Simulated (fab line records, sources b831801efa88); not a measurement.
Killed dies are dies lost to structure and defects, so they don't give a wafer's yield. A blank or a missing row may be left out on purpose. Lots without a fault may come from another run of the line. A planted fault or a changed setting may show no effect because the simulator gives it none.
Which tool did it? | flow gf180mcu | 13 lots, 39 wafers sampled, at 5 steps of a route of 602

WHAT THE GAUGES READ, wafer by wafer
GF_DNWELL_TW_MEAS_09. Usual: DNWELL_TW 1336, standard deviation 15.
lot  | measured    | on            | DNWELL_TW      | flag
L695 | day 3 08:52 | film_metro-01 | 1347 1356 1350 |
L696 | day 3 11:28 | film_metro-04 | 1318 1315 1316 |
L700 | day 4 08:37 | film_metro-01 | 1350 1352 1353 |
L701 | day 4 14:13 | film_metro-01 | 1350 1353 1352 |
L702 | day 4 18:31 | film_metro-04 | 1318 1323 1329 |
L703 | day 5 03:40 | film_metro-04 | 1322 1326 1325 |
L704 | day 5 09:22 | film_metro-04 | 1324 1324 1329 |
L705 | day 5 13:23 | film_metro-01 | 1346 1345 1349 |
L706 | day 5 18:34 | film_metro-04 | 1332 1331 1338 |
L707 | day 6 00:47 | film_metro-02 | 1354 1360 1360 |
L710 | day 6 13:44 | film_metro-01 | 1336 1347 1341 |
L711 | day 6 16:59 | film_metro-01 | 1346 1340 1330 |
L716 | day 7 20:28 | film_metro-04 | 1326 1333 1327 |

GF_LVPWELL_TW_MEAS_11. Usual: LVPWELL_TW 560, standard deviation 4.
lot  | measured    | on            | LVPWELL_TW  | flag
L695 | day 4 12:20 | film_metro-02 | 562 560 563 |
L696 | day 4 14:32 | film_metro-01 | 558 555 556 |
L700 | day 5 13:11 | film_metro-02 | 563 561 560 |
L701 | day 5 19:32 | film_metro-01 | 557 555 558 |
L702 | day 5 23:14 | film_metro-02 | 560 562 563 |
L703 | day 6 10:01 | film_metro-03 | 569 565 569 |
L704 | day 6 15:35 | film_metro-01 | 559 558 553 |
L705 | day 6 20:11 | film_metro-01 | 556 556 555 |
L706 | day 7 01:28 | film_metro-01 | 557 562 560 |
L707 | day 7 08:16 | film_metro-01 | 561 560 558 |
L710 | day 7 21:37 | film_metro-01 | 556 561 559 |
L711 | day 8 02:01 | film_metro-01 | 402 405 402 | OFF
L716 | day 9 06:16 | film_metro-02 | 564 569 564 |

GF_VT_IMPLANT_OVL_MEAS_18. Usual: VT_IMPLANT_01_OVL 0.9 nm, standard deviation 1.4.
lot  | measured     | on         | VT_IMPLANT_01_OVL (nm) | flag
L695 | day 6 21:23  | overlay-02 | 0.1 1.0 2.4            |
L696 | day 7 02:45  | overlay-02 | 3.8 2.2 4.0            |
L700 | day 8 03:48  | overlay-01 | 2.1 3.1 2.5            |
L701 | day 8 11:47  | overlay-02 | 0.4 0.8 1.3            |
L702 | day 8 14:11  | overlay-01 | -0.2 -0.1 -1.4         |
L703 | day 9 02:05  | overlay-02 | 0.8 0.3 0.5            |
L704 | day 9 08:17  | overlay-02 | 0.3 -0.7 -1.1          |
L705 | day 9 13:47  | overlay-01 | -0.9 -0.5 -1.2         |
L706 | day 9 18:57  | overlay-01 | -1.8 0.8 -0.5          |
L707 | day 10 03:23 | overlay-01 | 2.0 1.2 0.4            |
L710 | day 10 18:03 | overlay-01 | 1.0 -0.5 0.1           |
L711 | day 10 23:26 | overlay-01 | 1.7 0.6 2.7            |
L716 | day 12 07:16 | overlay-01 | 1.3 0.7 1.2            |

WHICH TOOL RAN EACH LOT (tool, then ch and the chambers of the sampled wafers, then the start)
lot  | GF_NWELL_STRIP_10                   | GF_LVPWELL_STRIP_10
L695 | plasma_asher-03 ch 0,1, day 3 22:25 | plasma_asher-04 ch 0,1, day 4 12:14
L696 | plasma_asher-03 ch 0,1, day 4 00:52 | plasma_asher-02 ch 0,1, day 4 14:28
L700 | plasma_asher-03 ch 0, day 4 22:10   | plasma_asher-03 ch 1, day 5 13:04
L701 | plasma_asher-03 ch 0,1, day 5 04:28 | plasma_asher-03 ch 0,1, day 5 19:26
L702 | plasma_asher-04 ch 0,1, day 5 08:37 | plasma_asher-03 ch 0,1, day 5 23:08
L703 | plasma_asher-04 ch 0,1, day 5 18:46 | plasma_asher-03 ch 0,1, day 6 09:55
L704 | plasma_asher-03 ch 0,1, day 6 00:32 | plasma_asher-02 ch 0,1, day 6 15:28
L705 | plasma_asher-03 ch 0,1, day 6 04:43 | plasma_asher-03 ch 0,1, day 6 20:04
L706 | plasma_asher-01 ch 0,1, day 6 09:22 | plasma_asher-04 ch 0,1, day 7 01:23
L707 | plasma_asher-01 ch 0,1, day 6 16:07 | plasma_asher-04 ch 0,1, day 7 08:10
L710 | plasma_asher-03 ch 0,1, day 7 05:30 | plasma_asher-03 ch 0,1, day 7 21:32
L711 | plasma_asher-01 ch 0,1, day 7 09:05 | plasma_asher-04 ch 0,1, day 8 01:53
L716 | plasma_asher-04 ch 0,1, day 8 13:13 | plasma_asher-04 ch 0,1, day 9 06:11
- GF_NWELL_STRIP_10: strips in O2/N2.
- GF_LVPWELL_STRIP_10: strips in O2/N2.

WHAT THE TOOLS THEMSELVES READ (means of the sampled wafers that have a number; where no wafer has one, the mark that the record gives instead)
GF_NWELL_STRIP_10. Usual: drypump_motor_current_A 5.5 A, standard deviation 0.49; heater_power_w 351 W, standard deviation 22; oes_product_au 0.722 a.u., standard deviation 0.0048; strip_time_to_endpoint_s 36.94 s, standard deviation 0.096.
lot  | tool            | drypump_motor_current_A (A) | heater_power_w (W) | oes_product_au (a.u.) | strip_time_to_endpoint_s (s) | flag
L695 | plasma_asher-03 | 5.2                         | 360                | 0.720                 | 36.93                        |
L696 | plasma_asher-03 | 5.2                         | 344                | 0.724                 | 36.90                        |
L700 | plasma_asher-03 | 5.2                         | 336                | 0.722                 | 36.94                        |
L701 | plasma_asher-03 | 5.2                         | 340                | 0.724                 | 36.92                        |
L702 | plasma_asher-04 | 6.3                         | 349                | 0.723                 | 36.76                        |
L703 | plasma_asher-04 | 6.3                         | 350                | 0.723                 | 37.04                        |
L704 | plasma_asher-03 | 5.2                         | 357                | 0.723                 | 36.89                        |
L705 | plasma_asher-03 | 5.2                         | 355                | 0.715                 | 37.03                        |
L706 | plasma_asher-01 | 5.3                         | 350                | 0.721                 | 37.01                        |
L707 | plasma_asher-01 | 5.3                         | 368                | 0.718                 | 36.94                        |
L710 | plasma_asher-03 | 5.2                         | 355                | 0.724                 | 36.93                        |
L711 | plasma_asher-01 | 5.3                         | 349                | 0.959                 | -                            | OFF
L716 | plasma_asher-04 | 6.1                         | 345                | 0.719                 | 36.88                        |

GF_LVPWELL_STRIP_10. Usual: drypump_motor_current_A 5.7 A, standard deviation 0.64; heater_power_w 341 W, standard deviation 24; oes_product_au 0.723 a.u., standard deviation 0.0044; strip_time_to_endpoint_s 36.93 s, standard deviation 0.1.
lot  | tool            | drypump_motor_current_A (A) | heater_power_w (W) | oes_product_au (a.u.) | strip_time_to_endpoint_s (s) | flag
L695 | plasma_asher-04 | 6.0                         | 339                | 0.716                 | 36.84                        |
L696 | plasma_asher-02 | 6.2                         | 298                | 0.730                 | 36.95                        |
L700 | plasma_asher-03 | 5.2                         | 379                | 0.724                 | 36.78                        |
L701 | plasma_asher-03 | 5.2                         | 355                | 0.723                 | 36.91                        |
L702 | plasma_asher-03 | 5.2                         | 340                | 0.717                 | 36.98                        |
L703 | plasma_asher-03 | 5.2                         | 366                | 0.726                 | 36.84                        |
L704 | plasma_asher-02 | 6.2                         | 288                | 0.720                 | 37.01                        |
L705 | plasma_asher-03 | 5.2                         | 342                | 0.718                 | 36.94                        |
L706 | plasma_asher-04 | 6.3                         | 343                | 0.725                 | 36.98                        |
L707 | plasma_asher-04 | 6.3                         | 354                | 0.717                 | 36.89                        |
L710 | plasma_asher-03 | 5.2                         | 359                | 0.724                 | 37.03                        |
L711 | plasma_asher-04 | 6.0                         | 340                | 0.727                 | 47.15                        | OFF
L716 | plasma_asher-04 | 6.1                         | 339                | 0.722                 | 37.01                        |

THE ANSWER, worked out from the rows above alone
Rule: a lot is off if the mean of its wafers that have a number lies more than 3 standard deviations from the usual mean. A lot without any number at a reading at which 4 lots or more have one is off too. The other lots that the step has rows for count as sound. The gauges are gone through in route order, then the tools' own readings, and for those a lot's mean is taken as printed above. The first step at which some lot is off is used, and at that step the reading that is off furthest; a lot without a number counts as furthest.
Off: L711, at GF_LVPWELL_TW_MEAS_11 (LVPWELL_TW).
A tool fits if, at a process step before that reading, it ran every lot that is off, and no sound lot after the first of them. The gauges at GF_LVPWELL_TW_MEAS_11 aren't tried: what is off there is off at GF_NWELL_STRIP_10 too, on other tools, and a gauge's error can't cause that. One fits: plasma_asher-01 at GF_NWELL_STRIP_10. Its last sound lot is L707 (day 6 16:07), its first lot that is off L711 (day 7 09:05): a fault that began between those two fits.
The tool's own readings at GF_NWELL_STRIP_10 bear it out: on the lots that are off they differ by more than 5 times the standard deviation of the sound lots' means. oes_product_au reads 0.959 a.u. there against 0.721 a.u. on the sound lots.
Blank at GF_NWELL_STRIP_10 on the lots that are off, where sound lots have numbers: strip_time_to_endpoint_s.

WHAT THE SIMULATOR HAD PUT IN
Strip aborted: plasma_asher-01, from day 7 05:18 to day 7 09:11, at GF_NWELL_STRIP_10. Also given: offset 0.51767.
Lots struck among those shown: L711. The rule above found the same.
